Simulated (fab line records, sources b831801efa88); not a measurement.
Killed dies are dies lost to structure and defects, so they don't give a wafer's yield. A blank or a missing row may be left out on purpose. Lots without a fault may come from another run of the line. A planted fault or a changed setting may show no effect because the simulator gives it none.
Which tool did it? | flow sky130 | 9 lots, 27 wafers sampled, at 5 steps of a route of 708

WHAT THE GAUGES READ, wafer by wafer
SKY_SONOS_ONO_THK_MEAS_03. Usual: SONOS_ONO_CVD_02_THK 10.54 nm, standard deviation 0.16.
lot  | measured     | on            | SONOS_ONO_CVD_02_THK (nm) | flag
L485 | day 11 20:34 | film_metro-02 | 10.56 10.52 10.51         |
L486 | day 12 00:11 | film_metro-03 | 10.34 10.38 10.39         |
L487 | day 12 04:23 | film_metro-03 | 10.15 10.18 10.34         |
L491 | day 13 13:17 | film_metro-02 | 10.59 10.70 10.57         |
L492 | day 13 23:15 | film_metro-02 | 10.45 10.12 10.31         |
L495 | day 14 22:56 | film_metro-02 | 12.13 12.29 12.14         | OFF
L496 | day 15 06:06 | film_metro-03 | 12.14 12.08 12.13         | OFF
L507 | day 19 00:05 | film_metro-03 | 10.80 10.93 10.82         |
L508 | day 20 10:23 | film_metro-04 | 10.45 10.51 10.44         |

SKY_LDD_HVN_TW_MEAS_10. Usual: LDD_HVN_TW 1448, standard deviation 19.
lot  | measured     | on            | LDD_HVN_TW     | flag
L485 | day 20 14:01 | film_metro-04 | 1457 1459 1459 |
L486 | day 20 19:29 | film_metro-01 | 1460 1457 1458 |
L487 | day 21 00:17 | film_metro-01 | 1469 1465 1465 |
L491 | day 22 13:04 | film_metro-04 | 1442 1440 1442 |
L492 | day 23 03:14 | film_metro-03 | 1421 1415 1410 |
L495 | day 24 03:32 | film_metro-04 | 1437 1436 1440 |
L496 | day 24 12:21 | film_metro-01 | 1454 1448 1450 |
L507 | day 28 15:43 | film_metro-03 | 1414 1412 1412 |
L508 | day 29 10:00 | film_metro-03 | 1420 1420 1414 |

WHICH TOOL RAN EACH LOT (tool, then ch and the chambers of the sampled wafers, then the start)
lot  | SKY_NWELL_RTA_28                 | SKY_SONOS_ONO_CVD_02        | SKY_POLY_GATE_ETCH_16
L485 | rtp_anneal-02 ch 0, day 5 13:23  | lpcvd-02 ch 1, day 11 19:31 | rie_diel-03 ch 2,3, day 16 14:19
L486 | rtp_anneal-01 ch 0, day 5 15:31  | lpcvd-02 ch 0, day 11 23:08 | rie_diel-04 ch 0,3, day 16 20:49
L487 | rtp_anneal-01 ch 0, day 5 19:42  | lpcvd-02 ch 1, day 12 03:20 | rie_diel-04 ch 0,3, day 17 01:07
L491 | rtp_anneal-01 ch 0, day 6 18:56  | lpcvd-02 ch 1, day 13 12:14 | rie_diel-04 ch 0,1,3, day 18 14:43
L492 | rtp_anneal-02 ch 0, day 7 02:09  | lpcvd-02 ch 1, day 13 22:12 | rie_diel-03 ch 0,1,3, day 19 01:25
L495 | rtp_anneal-01 ch 0, day 7 22:37  | lpcvd-02 ch 0, day 14 21:53 | rie_diel-01 ch 0,1, day 20 06:16
L496 | rtp_anneal-02 ch 0, day 8 03:08  | lpcvd-02 ch 0, day 15 05:01 | rie_diel-01 ch 0,1,3, day 20 14:28
L507 | rtp_anneal-02 ch 0, day 10 21:26 | lpcvd-02 ch 0, day 18 23:02 | rie_diel-03 ch 0,1,2, day 24 20:55
L508 | rtp_anneal-01 ch 0, day 12 03:19 | lpcvd-02 ch 0, day 20 09:19 | rie_diel-04 ch 0,1,3, day 25 16:43
- SKY_NWELL_RTA_28: time 30 s.
- SKY_SONOS_ONO_CVD_02: deposits Si3N4 from DCS/NH3, target thk 10.5 nm, time 180 s.
- SKY_POLY_GATE_ETCH_16: etches Si3N4 in CH3F/O2, stops on poly-Si, time 147.5 s, target depth 75 nm.

WHAT THE TOOLS THEMSELVES READ (means of the sampled wafers that have a number; where no wafer has one, the mark that the record gives instead)
SKY_NWELL_RTA_28. Usual: lamp_power_pct 25.30 %, standard deviation 0.048; wafer_temp_C_max 1054.7, standard deviation 0.85.
lot  | tool          | lamp_power_pct (%) | wafer_temp_C_max | flag
L485 | rtp_anneal-02 | 25.29              | 1054.2           |
L486 | rtp_anneal-01 | 25.30              | 1054.3           |
L487 | rtp_anneal-01 | 25.34              | 1054.8           |
L491 | rtp_anneal-01 | 25.29              | 1054.9           |
L492 | rtp_anneal-02 | 25.29              | 1055.0           |
L495 | rtp_anneal-01 | 25.29              | 1054.6           |
L496 | rtp_anneal-02 | 25.24              | 1054.0           |
L507 | rtp_anneal-02 | 25.31              | 1055.4           |
L508 | rtp_anneal-01 | 25.29              | 1055.7           |

SKY_POLY_GATE_ETCH_16. Usual: drypump_motor_current_A 5.8 A, standard deviation 0.36; oes_product_au 0.641 a.u., standard deviation 0.0053; throttle_valve_pct 10.534 %, standard deviation 0.0084.
lot  | tool        | drypump_motor_current_A (A) | oes_product_au (a.u.) | throttle_valve_pct (%) | flag
L485 | rie_diel-03 | 6.1                         | 0.639                 | 10.538                 |
L486 | rie_diel-04 | 5.8                         | 0.642                 | 10.531                 |
L487 | rie_diel-04 | 5.8                         | 0.647                 | 10.533                 |
L491 | rie_diel-04 | 5.9                         | 0.639                 | 10.532                 |
L492 | rie_diel-03 | 6.0                         | 0.643                 | 10.540                 |
L495 | rie_diel-01 | 5.7                         | 0.644                 | 10.531                 |
L496 | rie_diel-01 | 5.6                         | 0.642                 | 10.545                 |
L507 | rie_diel-03 | 5.9                         | 0.639                 | 10.528                 |
L508 | rie_diel-04 | 5.9                         | 0.641                 | 10.538                 |

THE ANSWER, worked out from the rows above alone
Rule: a lot is off if the mean of its wafers that have a number lies more than 3 standard deviations from the usual mean. A lot without any number at a reading at which 4 lots or more have one is off too. The other lots that the step has rows for count as sound. The gauges are gone through in route order, then the tools' own readings, and for those a lot's mean is taken as printed above. The first step at which some lot is off is used, and at that step the reading that is off furthest; a lot without a number counts as furthest.
Off: L495, L496, at SKY_SONOS_ONO_THK_MEAS_03 (SONOS_ONO_CVD_02_THK).
A tool fits if, at a process step before that reading, it ran every lot that is off, and no sound lot after the first of them. The gauges at SKY_SONOS_ONO_THK_MEAS_03 are tried like those tools. None of those tried fits.

WHAT THE SIMULATOR HAD PUT IN
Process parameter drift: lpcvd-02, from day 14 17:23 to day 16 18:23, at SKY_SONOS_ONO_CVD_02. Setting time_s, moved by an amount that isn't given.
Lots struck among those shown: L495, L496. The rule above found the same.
